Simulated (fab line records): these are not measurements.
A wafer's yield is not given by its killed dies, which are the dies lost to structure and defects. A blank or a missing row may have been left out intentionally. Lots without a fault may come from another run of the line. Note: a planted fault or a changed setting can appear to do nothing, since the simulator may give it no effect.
fab line records    flow sky130
[record] lots = 7  wafers = 21  last-day = 50
route steps=708 shown VIA2@511 PAD_OPEN@708
lots that met no fault: from a run of the same line without faults
start-h: hours from the record's first day to the start of the lot's first wafer shown    wait-h: hours from the lot's prior step to this one    " same as the row above    L1.1+2: one row covering several wafers at once    - either no value or no given start    * or withheld: withheld    < > ~ a bound
route shown NAME@n: names a module that has steps shown in the file, with the first one's number in the route    usual: mean/standard deviation taken from wafers without a fault    same: alike in all rows    chamber/n: place in a boat    sites: the reading at each site    _std_site: standard deviation across them    _edge_site: inner sites' mean taken away from outer sites' mean    radius-mm: for every site, how far away it sits from the centre of the wafer    mask NAME#n: copy n    behind: tool/chamber where the wafer was last shaped    hold: reason for holding the lot/hours on hold/outcome of the hold    device: names the non-switching transistor (n, p or np)    end of line: at the end of the route, the tests of the same wafers    a step without rows: its recipe alone    killed: dies lost to structure and defects at the first sort, not the wafer's yield    map: the dies of a wafer, with x for killed, . for not killed, _ for no die there
set.NAME: the run value of the setting; set.NAME@STEP: its run value at that earlier step    model.NAME: the simulator's own value behind a step, which no gauge read
lots at some steps of the route; a table a step, a row a wafer
services: the hour from which a tool's chamber was out of use, counted from the record's first day as start-h (under 0 if before that day), plus the number of hours and why
[[steps]]
[step SKY_VIA2_DEHYDRATE_04]
[recipe] temp-c = 200  time-s = 60
[step SKY_VIA2_HMDS_05]
[recipe] prime-time-s = 60  prime-temp-c = 120
[step SKY_VIA2_COAT_06]
[recipe] resist = BARC  temp-c = withheld  time-s = withheld  spin-rpm = 3000  resist-thk-nm = 60
[step SKY_VIA2_COAT_07]
[recipe] resist = KrF-thick  spin-rpm = 3000  resist-thk-nm = 450
[step SKY_VIA2_SOFTBAKE_08]
[recipe] temp-c = 100  time-s = 90  resist = KrF-thick
[step SKY_VIA2_EXPOSE_09]
[recipe] mask-id = VIM2  na = 0.8  source-shape = annular  sigma-inner = 0.55  sigma-outer = 0.85  target-cd-nm = 200  dose-mj = 38
[step SKY_VIA2_PEB_10]
[recipe] peb-temp-c = withheld  peb-time-s = withheld  resist = KrF-thick
[step SKY_VIA2_DEVELOP_11]
[recipe] develop-time-s = 60  resist = KrF-thick  dev-temp-c = 21
[step SKY_VIA2_CD_MEAS_12]
[recipe] target-cd-nm = 200
[usual] cd-nm = 200.4/1.7
lot.wafer  tool       chamber  start-h  wait-h  cd-nm
L436.1     cd-sem-02  -        851.31   -       202.2
L436.4     "          -        "        "       202.4
L436.5     "          -        "        "       202.5
L445.1     cd-sem-01  -        936.76   -       200.8
L445.4     "          -        "        "       201.7
L445.5     "          -        "        "       202.1
L453.3     cd-sem-02  -        979.00   -       198.1
L453.4     "          -        "        "       198.9
L453.5     "          -        "        "       199.5
L454.1     cd-sem-01  -        981.99   -       201.4
L454.2     "          -        "        "       202.9
L454.6     "          -        "        "       202.7
L455.1     cd-sem-01  -        986.94   -       200.6
L455.2     "          -        "        "       199.3
L455.6     "          -        "        "       199.9
L457.1     cd-sem-01  -        1015.86  -       203.0
L457.3     "          -        "        "       203.6
L457.4     "          -        "        "       203.7
L458.3     cd-sem-01  -        1016.93  -       198.2
L458.4     "          -        "        "       198.8
L458.5     "          -        "        "       198.3
[step SKY_VIA2_OVL_MEAS_13]
[usual] VIA2_OVL = -4/5.7
lot.wafer  tool        chamber  start-h  wait-h  VIA2_OVL[nm]
L436.1     overlay-01  -        851.43   0.1     8
L436.4     "           -        "        "       0
L436.5     "           -        "        "       1
L445.1     overlay-02  -        936.88   0.1     -6
L445.4     "           -        "        "       -12
L445.5     "           -        "        "       -4
L453.3     overlay-02  -        979.09   0.1     2
L453.4     "           -        "        "       -5
L453.5     "           -        "        "       0
L454.1     overlay-02  -        982.11   0.1     -12
L454.2     "           -        "        "       -8
L454.6     "           -        "        "       -7
L455.1     overlay-01  -        987.06   0.1     -4
L455.2     "           -        "        "       8
L455.6     "           -        "        "       -3
L457.1     overlay-01  -        1015.98  0.1     -4
L457.3     "           -        "        "       -2
L457.4     "           -        "        "       -4
L458.3     overlay-01  -        1017.02  0.1     5
L458.4     "           -        "        "       -1
L458.5     "           -        "        "       5
[step SKY_VIA2_ETCH_14]
[recipe] chemistry = N2/H2  target = BARC  ion-energy-ev = 200  source-w = 500  bias-w = 100  pressure-mtorr = 30  n2-flow-sccm = 100  h2-flow-sccm = 200  stop-on = SiO2  time-s = 45.9  target-depth-a = 600
[usual] bias-w = 100.0/0.31  drypump-motor-current-A = 5.8/0.45  oes-product-au = 0.854/0.0046  throttle-valve-pct = 13.225/0.009
[same] time-s = 45.9
lot.wafer  tool         chamber  start-h  wait-h  bias-w  drypump-motor-current-A  oes-product-au  rf-hours-counter-h  throttle-valve-pct
L436.1     rie-diel-04  0        851.47   0.0     100.3   6.2                      0.861           16                  13.234
L436.4     "            1        "        "       99.7    5.5                      0.853           5                   13.229
L436.5     "            1        "        "       100.2   5.5                      0.854           -                   13.221
L445.1     rie-diel-04  1        936.92   0.0     99.9    5.5                      0.852           7                   13.212
L445.4     "            2        "        "       100.0   5.5                      0.853           21                  13.246
L445.5     "            0        "        "       100.2   6.3                      0.852           -                   13.213
L453.3     rie-diel-03  3        979.12   0.0     99.8    6.4                      0.855           6                   13.218
L453.4     "            2        "        "       99.6    5.5                      0.852           19                  13.223
L453.5     "            0        "        "       100.0   6.2                      0.857           -                   13.240
L454.1     rie-diel-02  0        982.15   0.0     100.6   5.6                      0.859           10                  13.220
L454.2     "            2        "        "       99.7    5.1                      0.853           11                  13.222
L454.6     "            0        "        "       100.2   5.6                      0.859           -                   13.226
L455.1     rie-diel-03  3        987.10   0.0     100.2   6.5                      0.856           6                   13.243
L455.2     "            1        "        "       100.1   6.0                      0.855           17                  13.222
L455.6     "            2        "        "       99.8    5.5                      0.855           -                   13.213
L457.1     rie-diel-02  3        1016.01  0.0     99.9    6.3                      0.858           11                  13.222
L457.3     "            0        "        "       100.5   5.6                      0.855           11                  13.220
L457.4     "            2        "        "       100.0   5.1                      0.856           12                  13.219
L458.3     rie-diel-02  0        1017.04  0.0     99.5    5.6                      0.853           11                  13.245
L458.4     "            2        "        "       100.3   5.1                      0.862           12                  13.234
L458.5     "            0        "        "       99.6    5.6                      0.849           -                   13.214
[step SKY_VIA2_ETCH_15]
[recipe] target = SiO2  chemistry = C4F8/O2/Ar  target-depth-nm = 546  stop-on = TiN  mask-material = KrF-thick  source-w = 1500  bias-w = 1200  pressure-mtorr = 40  c4f8-flow-sccm = withheld  O2_flow_sccm = 6  Ar_flow_sccm = 300  time-s = 84
[usual] bias-w = 1200/3.5  oes-product-au = 0.939/0.0048
[same] time-s = 84
lot.wafer  tool         chamber  start-h  wait-h  bias-w  oes-product-au  rf-hours-counter-h
L436.1     rie-diel-04  0        851.51   0.0     1204    0.936           16
L436.4     "            1        "        "       1201    0.933           5
L436.5     "            1        "        "       1192    0.937           -
L445.1     rie-diel-04  1        936.96   0.0     1201    0.939           7
L445.4     "            2        "        "       1201    0.946           21
L445.5     "            0        "        "       1195    0.943           -
L453.3     rie-diel-03  3        979.16   0.0     1197    0.939           6
L453.4     "            2        "        "       1205    0.943           19
L453.5     "            0        "        "       1203    0.942           -
L454.1     rie-diel-02  0        982.19   0.0     1204    0.934           10
L454.2     "            2        "        "       1198    0.941           11
L454.6     "            0        "        "       1203    0.941           -
L455.1     rie-diel-03  3        987.14   0.0     1201    0.940           6
L455.2     "            1        "        "       1197    0.937           17
L455.6     "            2        "        "       1202    0.944           -
L457.1     rie-diel-02  3        1016.05  0.0     1196    0.944           11
L457.3     "            0        "        "       1196    0.950           11
L457.4     "            2        "        "       1203    0.935           12
L458.3     rie-diel-02  0        1017.08  0.0     1204    0.937           11
L458.4     "            2        "        "       1195    0.945           12
L458.5     "            0        "        "       1203    0.947           -
[step SKY_VIA2_STRIP_16]
[recipe] chemistry = O2/N2  power-w = 1400  pressure-mtorr = 1500  platen-temp-c = withheld  o2-flow-sccm = 3000  n2-flow-sccm = 300  overash-fraction = 0.5
[usual] chamber-pressure-mTorr = 1500.1/1.4  drypump-motor-current-A = 5.9/0.45  oes-product-au = 0.399/0.0048  strip-time-to-endpoint-s = 4.05/0.035
lot.wafer  tool             chamber  start-h  wait-h  chamber-pressure-mTorr  drypump-motor-current-A  oes-product-au  rf-hours-counter-h  strip-time-to-endpoint-s  model.KrF-thick_of_VIA2_COAT_07.thk-nm
L436.1     plasma-asher-02  0        851.57   0.0     1499.3                  6.0                      0.403           78                  4.06                      0
L436.4     "                0        "        "       1499.1                  6.0                      0.394           -                   4.08                      0
L436.5     "                0        "        "       1498.4                  6.0                      0.402           -                   4.12                      0
L445.1     plasma-asher-04  0        937.02   0.0     1500.0                  5.2                      0.402           49                  4.08                      0
L445.4     "                0        "        "       1499.7                  5.2                      0.405           -                   4.10                      0
L445.5     "                0        "        "       1499.6                  5.2                      0.399           -                   4.04                      0
L453.3     plasma-asher-02  0        979.26   0.1     -                       -                        -               -                   -                         284.2
L453.4     "                1        "        "       -                       -                        -               -                   -                         282.2
L453.5     "                0        "        "       -                       -                        -               -                   -                         282.4
L454.1     plasma-asher-01  1        982.25   0.0     -                       -                        -               -                   -                         285.2
L454.2     "                0        "        "       -                       -                        -               -                   -                         275.2
L454.6     "                1        "        "       -                       -                        -               -                   -                         285.3
L455.1     plasma-asher-04  0        987.20   0.0     -                       -                        -               -                   -                         285.9
L455.2     "                1        "        "       -                       -                        -               -                   -                         283.1
L455.6     "                0        "        "       -                       -                        -               -                   -                         283
L457.1     plasma-asher-04  1        1016.12  0.0     1500.7                  5.9                      0.391           57                  4.07                      0
L457.3     "                1        "        "       1500.3                  5.9                      0.399           -                   4.08                      0
L457.4     "                0        "        "       1499.5                  5.2                      0.407           -                   4.00                      0
L458.3     plasma-asher-02  0        1017.18  0.1     1499.9                  6.0                      0.399           -                   4.08                      0
L458.4     "                1        "        "       1497.6                  5.7                      0.400           -                   4.00                      0
L458.5     "                1        "        "       1499.4                  5.7                      0.400           -                   4.11                      0
[step SKY_VIA2_STRIP_17]
[recipe] chemistry = post-etch-residue-remover  time-s = 1200  temp-c = 72.5
[step SKY_PAD_OPEN_PROBE_99]
[usual] defect-limited-yield = 82.4/1.9  killed_at_M0_to_M3 = 44/7.1  killed_at_M4_up = 3.5/2  killed-at-contacts = 24/5.3  killed-at-front-end = 15/4.8  killed-at-other = 0.1/0.35  killed-dies = 86/9.3  killed-on-rim = 17/4  killed-open = 47/7.8  killed-short = 39/5.9  sort_bin_3_pad_short = 0.8/0.42  sort_bin_5_function = 10.3/1.4  sort_bin_6_memory = 6.4/1.1  sort-n-pass = 406/9.3  sort-yield-pct = 82.4/1.9
[same] gross-dies = 492  killed-at-back-side = 0  sort_bin_4_leakage[%] = 0  sort_bin_8_speed[%] = 0
lot.wafer  tool       chamber  start-h  wait-h  defect-limited-yield[%]  killed_at_M0_to_M3  killed_at_M4_up  killed-at-contacts  killed-at-front-end  killed-at-other  killed-dies  killed-on-rim  killed-open  killed-short  sort_bin_3_pad_short[%]  sort_bin_5_function[%]  sort_bin_6_memory[%]  sort-n-pass  sort-yield-pct[%]
L436.1     prober-02  -        1078.98  0.1     81.1                     44                  3                35                  10                   1                93           14             53           40            1.0                      11.4                    6.5                   399          81.1
L436.4     prober-02  -        1079.13  0.2     81.1                     52                  2                24                  15                   0                93           16             61           32            0.2                      11.2                    7.5                   399          81.1
L436.5     prober-02  -        1079.18  0.2     85.2                     35                  4                20                  14                   0                73           13             45           28            1.0                      7.5                     6.3                   419          85.2
L445.1     prober-01  -        1144.94  0.1     81.3                     43                  6                22                  21                   0                92           13             49           43            0.8                      9.8                     8.1                   400          81.3
L445.4     prober-01  -        1145.09  0.2     82.9                     47                  0                19                  17                   1                84           20             42           42            1.4                      10.8                    4.9                   408          82.9
L445.5     prober-01  -        1145.14  0.2     83.7                     39                  6                24                  11                   0                80           12             43           37            0.4                      8.5                     7.3                   412          83.7
L453.3     prober-02  -        1175.36  0.2     0                        446                 3                35                  8                    0                492          96             61           34            0.8                      92.5                    6.7                   0            0
L453.4     prober-02  -        1175.41  0.2     0                        456                 7                19                  10                   0                492          96             32           46            0.8                      93.9                    5.3                   0            0
L453.5     prober-02  -        1175.46  0.2     0                        455                 6                23                  8                    0                492          96             48           36            0.4                      94.1                    5.5                   0            0
L454.1     prober-01  -        1179.76  0.1     0                        444                 3                26                  19                   0                492          96             66           42            1.4                      89.8                    8.7                   0            0
L454.2     prober-01  -        1179.81  0.1     0                        457                 0                22                  13                   0                492          96             43           35            1.0                      93.3                    5.7                   0            0
L454.6     prober-01  -        1180.01  0.2     0                        446                 3                33                  10                   0                492          96             52           46            0.6                      92.3                    7.1                   0            0
L455.1     prober-02  -        1182.67  0.1     0                        444                 7                25                  16                   0                492          96             59           43            1.0                      91.3                    7.7                   0            0
L455.2     prober-02  -        1182.72  0.1     0                        446                 5                25                  16                   0                492          96             39           49            1.0                      91.3                    7.7                   0            0
L455.6     prober-02  -        1182.92  0.2     0                        449                 7                12                  24                   0                492          96             33           42            0.8                      93.1                    6.1                   0            0
// killed by level:class
L436.1 CONTACT:geometric-particle:open=15 VIA1:geometric-particle:open=13 METAL2:geometric-particle:short=10 LI_CONTACT:geometric-particle:open=8 LOCAL_INTERCONNECT:geometric-particle:short=7 POLY_GATE:geometric-particle:open=4 METAL1:geometric-particle:short=4 VIA2:geometric-particle:open=4
L436.4 VIA1:geometric-particle:open=14 CONTACT:geometric-particle:open=10 VIA2:geometric-particle:open=9 VIA3:geometric-particle:open=8 METAL2:geometric-particle:short=7 LI_CONTACT:geometric-particle:open=7 POLY_GATE:geometric-particle:open=6 CONTACT:geometric-particle:short=5
L436.5 VIA2:geometric-particle:open=9 LI_CONTACT:geometric-particle:open=8 CONTACT:geometric-particle:open=7 VIA1:geometric-particle:open=7 FIELD_ISO:geometric-particle:open=5 FIELD_ISO:geometric-particle:short=4 POLY_GATE:geometric-particle:short=4 METAL1:geometric-particle:short=4
L445.1 CONTACT:geometric-particle:open=10 VIA1:geometric-particle:open=10 POLY_GATE:geometric-particle:open=7 METAL3:geometric-particle:short=7 VIA2:geometric-particle:open=6 METAL2:geometric-particle:short=5 POLY_GATE:geometric-particle:short=4 LOCAL_INTERCONNECT:geometric-particle:short=4
L445.4 VIA3:geometric-particle:open=8 VIA1:geometric-particle:open=7 VIA2:geometric-particle:short=6 METAL2:geometric-particle:short=6 VIA2:geometric-particle:open=6 FIELD_ISO:geometric-particle:short=5 LOCAL_INTERCONNECT:geometric-particle:short=5 METAL1:geometric-particle:short=5
L445.5 CONTACT:geometric-particle:open=9 LI_CONTACT:geometric-particle:open=8 VIA1:geometric-particle:open=8 METAL2:geometric-particle:short=7 VIA1:geometric-particle:short=6 METAL4:geometric-particle:short=5 CONTACT:geometric-particle:short=4 VIA2:geometric-particle:open=4
L453.3 VIA2:area-sputter=397 VIA1:geometric-particle:open=15 CONTACT:geometric-particle:open=13 VIA2:geometric-particle:open=12 VIA3:geometric-particle:open=7 LI_CONTACT:geometric-particle:short=6 METAL1:geometric-particle:short=6 LI_CONTACT:geometric-particle:open=5
L453.4 VIA2:area-sputter=414 METAL1:geometric-particle:short=7 VIA3:geometric-particle:open=7 METAL2:geometric-particle:short=7 VIA2:geometric-particle:open=7 METAL4:geometric-particle:short=6 LOCAL_INTERCONNECT:geometric-particle:short=5 FIELD_ISO:geometric-particle:short=4
L453.5 VIA2:area-sputter=408 CONTACT:geometric-particle:open=9 VIA3:geometric-particle:open=9 VIA1:geometric-particle:open=6 METAL1:geometric-particle:short=6 METAL2:geometric-particle:short=5 VIA2:geometric-particle:open=5 VIA3:geometric-particle:short=5
L454.1 VIA2:area-sputter=384 VIA1:geometric-particle:open=15 CONTACT:geometric-particle:open=12 VIA2:geometric-particle:open=10 VIA3:geometric-particle:open=8 VIA1:geometric-particle:short=7 LOCAL_INTERCONNECT:geometric-particle:short=6 LI_CONTACT:geometric-particle:open=5
L454.2 VIA2:area-sputter=414 VIA1:geometric-particle:open=13 CONTACT:geometric-particle:open=11 METAL2:geometric-particle:short=7 FIELD_ISO:geometric-particle:short=5 VIA2:geometric-particle:open=4 FIELD_ISO:geometric-particle:open=3 LOCAL_INTERCONNECT:geometric-particle:short=3
L454.6 VIA2:area-sputter=394 VIA1:geometric-particle:open=11 CONTACT:geometric-particle:short=10 CONTACT:geometric-particle:open=8 LI_CONTACT:geometric-particle:open=7 VIA1:geometric-particle:short=7 VIA2:geometric-particle:open=7 METAL2:geometric-particle:short=6
L455.1 VIA2:area-sputter=390 VIA1:geometric-particle:open=14 CONTACT:geometric-particle:open=12 METAL1:geometric-particle:short=6 VIA3:geometric-particle:open=6 LI_CONTACT:geometric-particle:open=5 VIA1:geometric-particle:short=5 VIA2:geometric-particle:open=5
L455.2 VIA2:area-sputter=404 METAL2:geometric-particle:short=10 LI_CONTACT:geometric-particle:open=9 METAL1:geometric-particle:short=6 CONTACT:geometric-particle:open=6 VIA1:geometric-particle:open=6 LOCAL_INTERCONNECT:geometric-particle:short=5 VIA2:geometric-particle:short=5
L455.6 VIA2:area-sputter=417 FIELD_ISO:geometric-particle:open=8 VIA1:geometric-particle:open=7 FIELD_ISO:geometric-particle:short=6 METAL4:geometric-particle:short=6 METAL1:geometric-particle:short=5 METAL2:geometric-particle:short=5 POLY_GATE:geometric-particle:open=4
// map L453.3 (x killed, . not)
__________xxxxxxxxxx_________
________xxxxxxxxxxxxxx_______
______xxxxxxxxxxxxxxxxxx_____
_____xxxxxxxxxxxxxxxxxxxx____
____xxxxxxxxxxxxxxxxxxxxxx___
___xxxxxxxxxxxxxxxxxxxxxxxx__
__xxxxxxxxxxxxxxxxxxxxxxxxxx_
_xxxxxxxxxxxxxxxxxxxxxxxxxxxx
_xxxxxxxxxxxxxxxxxxxxxxxxxxxx
_xxxxxxxxxxxxxxxxxxxxxxxxxxxx
_xxxxxxxxxxxxxxxxxxxxxxxxxxxx
_xxxxxxxxxxxxxxxxxxxxxxxxxxxx
_xxxxxxxxxxxxxxxxxxxxxxxxxxxx
_xxxxxxxxxxxxxxxxxxxxxxxxxxxx
_xxxxxxxxxxxxxxxxxxxxxxxxxxxx
__xxxxxxxxxxxxxxxxxxxxxxxxxx_
___xxxxxxxxxxxxxxxxxxxxxxxx__
____xxxxxxxxxxxxxxxxxxxxxx___
_____xxxxxxxxxxxxxxxxxxxx____
______xxxxxxxxxxxxxxxxxx_____
________xxxxxxxxxxxxxx_______
__________xxxxxxxxxx_________
// map L454.1 (x killed, . not)
__________xxxxxxxxxx_________
________xxxxxxxxxxxxxx_______
______xxxxxxxxxxxxxxxxxx_____
_____xxxxxxxxxxxxxxxxxxxx____
____xxxxxxxxxxxxxxxxxxxxxx___
___xxxxxxxxxxxxxxxxxxxxxxxx__
__xxxxxxxxxxxxxxxxxxxxxxxxxx_
_xxxxxxxxxxxxxxxxxxxxxxxxxxxx
_xxxxxxxxxxxxxxxxxxxxxxxxxxxx
_xxxxxxxxxxxxxxxxxxxxxxxxxxxx
_xxxxxxxxxxxxxxxxxxxxxxxxxxxx
_xxxxxxxxxxxxxxxxxxxxxxxxxxxx
_xxxxxxxxxxxxxxxxxxxxxxxxxxxx
_xxxxxxxxxxxxxxxxxxxxxxxxxxxx
_xxxxxxxxxxxxxxxxxxxxxxxxxxxx
__xxxxxxxxxxxxxxxxxxxxxxxxxx_
___xxxxxxxxxxxxxxxxxxxxxxxx__
____xxxxxxxxxxxxxxxxxxxxxx___
_____xxxxxxxxxxxxxxxxxxxx____
______xxxxxxxxxxxxxxxxxx_____
________xxxxxxxxxxxxxx_______
__________xxxxxxxxxx_________
[[services]]
tool             chamber  start-h  hours  kind
plasma-asher-01  -        837.02   6.3    repair
rie-diel-04      -        856.70   0.6    repair
plasma-asher-01  -        872.86   2.8    pm
rie-diel-02      2        878.79   4.8    repair
plasma-asher-02  -        892.86   1.8    repair
rie-diel-04      3        904.07   4.5    repair
plasma-asher-02  -        949.83   2.0    repair
rie-diel-02      1        950.09   3.8    repair
rie-diel-02      1        957.42   1.2    repair
rie-diel-04      -        958.12   0.6    repair
rie-diel-02      3        960.95   2.8    repair
rie-diel-02      1        970.46   3.4    repair
rie-diel-04      3        976.31   7.3    repair
rie-diel-03      0        992.67   10.2   repair
rie-diel-03      -        994.00   24.8   repair
rie-diel-02      2        1002.76  2.9    repair
plasma-asher-01  -        1015.16  38.0   repair
rie-diel-03      -        1016.12  1.1    repair
[[key]]
[first-sign] step = SKY_VIA2_STRIP_16  reading = tool-record  direction = missing
[effect] step = SKY_PAD_OPEN_PROBE_99  reading = sort_bin_5_function  direction = up  sigmas = 60  usual = 10.3  struck = 92.4
[model-effect] step = SKY_VIA2_STRIP_16  value = KrF-thick_of_VIA2_COAT_07.thk-nm  without = 0  struck = 282.9
[more-kills-born-at] SKY_VIA2_SPUTTER_20@pvd-sputter-02 = 3622
met-at SKY_VIA2_STRIP_16
struck-wafers L453.3,L453.4,L453.5,L454.1,L454.2,L454.6,L455.1,L455.2,L455.6
later-rows-left-out L453.3,L453.4,L453.5,L454.1,L454.2,L454.6,L455.1,L455.2,L455.6
onset-between 937.02 979.26
[fault] kind = skipped-step-whole  tool = plasma-asher-01,plasma-asher-02,plasma-asher-04  chamber = -  onset-h = 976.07  steps = SKY_VIA2_STRIP_16  scope = struck-lots-only
// later-rows-left-out: the simulator's readings of these wafers behind a module that went badly wrong aren't trusted and aren't shown, but for the sort
